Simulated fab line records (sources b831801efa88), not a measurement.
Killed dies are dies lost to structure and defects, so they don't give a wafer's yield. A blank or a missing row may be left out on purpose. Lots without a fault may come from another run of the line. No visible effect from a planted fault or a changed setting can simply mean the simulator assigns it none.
Which tool is to blame? ; flow gf180mcu ; 13 lots, 39 wafers sampled, at 4 steps of a route of 602

WHAT THE GAUGES READ, wafer by wafer
GF_V5_RS_MEAS_24: measurement is done with a four-point probe.
lot;measured;on;V5_W_RS (ohm/sq)
L233;day 27 07:14;film_metro-02;0.330 0.333 0.332
L234;day 27 18:52;film_metro-04;0.335 0.322 0.336
L235;day 28 03:43;film_metro-02;0.333 0.323 0.326
L237;day 28 11:01;film_metro-01;0.331 0.319 0.330
L238;day 28 19:16;film_metro-01;0.330 0.332 0.324
L240;day 29 11:49;film_metro-01;0.328 0.325 0.327
L241;day 29 18:22;film_metro-01;0.333 0.329 0.331
L242;day 30 04:20;film_metro-02;0.328 0.330 0.326
L245;day 31 02:34;film_metro-01;0.330 0.328 0.328
L247;day 31 10:34;film_metro-02;0.329 0.333 0.332
L250;day 32 03:52;film_metro-04;0.327 0.326 0.333
L253;day 33 00:55;film_metro-02;0.324 0.329 0.331
L255;day 33 10:58;film_metro-02;0.323 0.330 0.322

GF_TOP_METAL_OVL_MEAS_15.
lot;measured;on;TOP_METAL_OVL (nm)
L233;day 28 03:43;overlay-01;0.4 0.2 0.8
L234;day 28 15:20;overlay-02;0.7 0.6 1.3
L235;day 28 23:43;overlay-02;2.0 0.6 -0.1
L237;day 29 07:24;overlay-01;1.4 1.6 1.2
L238;day 29 15:10;overlay-02;0.5 0.1 -1.8
L240;day 30 06:50;overlay-02;-2.0 -1.0 0.6
L241;day 30 13:47;overlay-01;-0.1 1.7 1.9
L242;day 30 23:02;overlay-02;-1.7 -1.5 -0.7
L245;day 31 20:19;overlay-01;0.3 -1.8 -1.0
L247;day 32 03:49;overlay-01;-0.6 -0.7 -0.6
L250;day 32 20:56;overlay-01;-1.1 2.3 1.9
L253;day 33 16:46;overlay-01;1.4 2.3 3.9
L255;day 34 02:41;overlay-02;-0.7 -0.2 0.1

TOOL THAT RAN EACH LOT (tool first, then ch and the chambers of the sampled wafers, then the start)
lot;GF_M4_SPUTTER_00;GF_V5_ETCH_16
L233;pvd_sputter-02, day 22 13:51;rie_diel-02 ch 0,2,3, day 27 06:16
L234;pvd_sputter-02, day 23 01:47;rie_diel-01 ch 1,2, day 27 17:58
L235;pvd_sputter-04, day 23 12:14;rie_diel-01 ch 0,2,3, day 28 02:47
L237;pvd_sputter-04, day 23 19:29;rie_diel-02 ch 1,2, day 28 10:05
L238;pvd_sputter-01, day 24 05:22;rie_diel-02 ch 2,3, day 28 18:20
L240;pvd_sputter-04, day 25 00:18;rie_diel-02 ch 0,1,3, day 29 10:55
L241;pvd_sputter-02, day 25 07:31;rie_diel-01 ch 1,2,3, day 29 17:25
L242;pvd_sputter-04, day 25 18:31;rie_diel-04 ch 1,2,3, day 30 03:26
L245;pvd_sputter-01, day 26 20:18;rie_diel-02 ch 1,2,3, day 31 01:37
L247;pvd_sputter-02, day 27 06:16;rie_diel-04 ch 0,1,3, day 31 09:37
L250;pvd_sputter-02, day 28 02:36;rie_diel-04 ch 0,1,2, day 32 02:58
L253;pvd_sputter-04, day 29 01:23;rie_diel-02 ch 0,2, day 33 00:01
L255;pvd_sputter-04, day 29 14:37;rie_diel-02 ch 0,1,3, day 33 10:02
- GF_M4_SPUTTER_00: material Ti, target thk 37.5 nm, time 150 s.
- GF_V5_ETCH_16: etches BARC in N2/H2.

AS READ BY THE TOOLS THEMSELVES (means over the sampled wafers that have a number; for cases with no such wafer, the mark the record gives instead)
GF_M4_SPUTTER_00.
lot;tool;throttle_valve_pct (%)
L233;pvd_sputter-02;29.6
L234;pvd_sputter-02;31.1
L235;pvd_sputter-04;29.5
L237;pvd_sputter-04;29.4
L238;pvd_sputter-01;30.8
L240;pvd_sputter-04;29.5
L241;pvd_sputter-02;31.6
L242;pvd_sputter-04;29.6
L245;pvd_sputter-01;31.0
L247;pvd_sputter-02;31.1
L250;pvd_sputter-02;31.1
L253;pvd_sputter-04;29.2
L255;pvd_sputter-04;29.7

GF_V5_ETCH_16.
lot;tool;drypump_motor_current_A (A);oes_product_au (a.u.);throttle_valve_pct (%)
L233;rie_diel-02;5.84;0.857;13.227
L234;rie_diel-01;5.56;0.856;13.226
L235;rie_diel-01;5.54;0.854;13.227
L237;rie_diel-02;5.85;0.857;13.230
L238;rie_diel-02;5.82;0.863;13.216
L240;rie_diel-02;5.82;0.858;13.223
L241;rie_diel-01;5.67;0.855;13.237
L242;rie_diel-04;6.02;0.853;13.221
L245;rie_diel-02;5.81;0.854;13.212
L247;rie_diel-04;5.95;0.854;13.215
L250;rie_diel-04;6.11;0.852;13.217
L253;rie_diel-02;5.87;0.854;13.221
L255;rie_diel-02;5.83;0.852;13.220

THE ANSWER, worked out from the rows above alone
Rule: usual is defined by the lots themselves. The widest of any qualifying gaps counts: lots, ordered by their means at a reading, are off when they make up no more than a third of the lots, leave a main group of 4 or more, and stand apart from it by 3 or more times the standard deviation of that group's means. If all means in a main group match to the digits the tables above print for the reading, that group is not used. Also off: a lot with no number at a reading for which 4 or more lots have one. Where the step has rows for the other lots, those lots are counted as sound. After the gauges, taken in route order, come the tools' own readings; for these a lot's mean is taken, as printed above. At the first step where some lot is off, the reading lying furthest off is the one used; lots without a number count as furthest.
No lot is off at any reading shown: from this, nothing can be told.

WHAT WAS PUT IN BY THE SIMULATOR
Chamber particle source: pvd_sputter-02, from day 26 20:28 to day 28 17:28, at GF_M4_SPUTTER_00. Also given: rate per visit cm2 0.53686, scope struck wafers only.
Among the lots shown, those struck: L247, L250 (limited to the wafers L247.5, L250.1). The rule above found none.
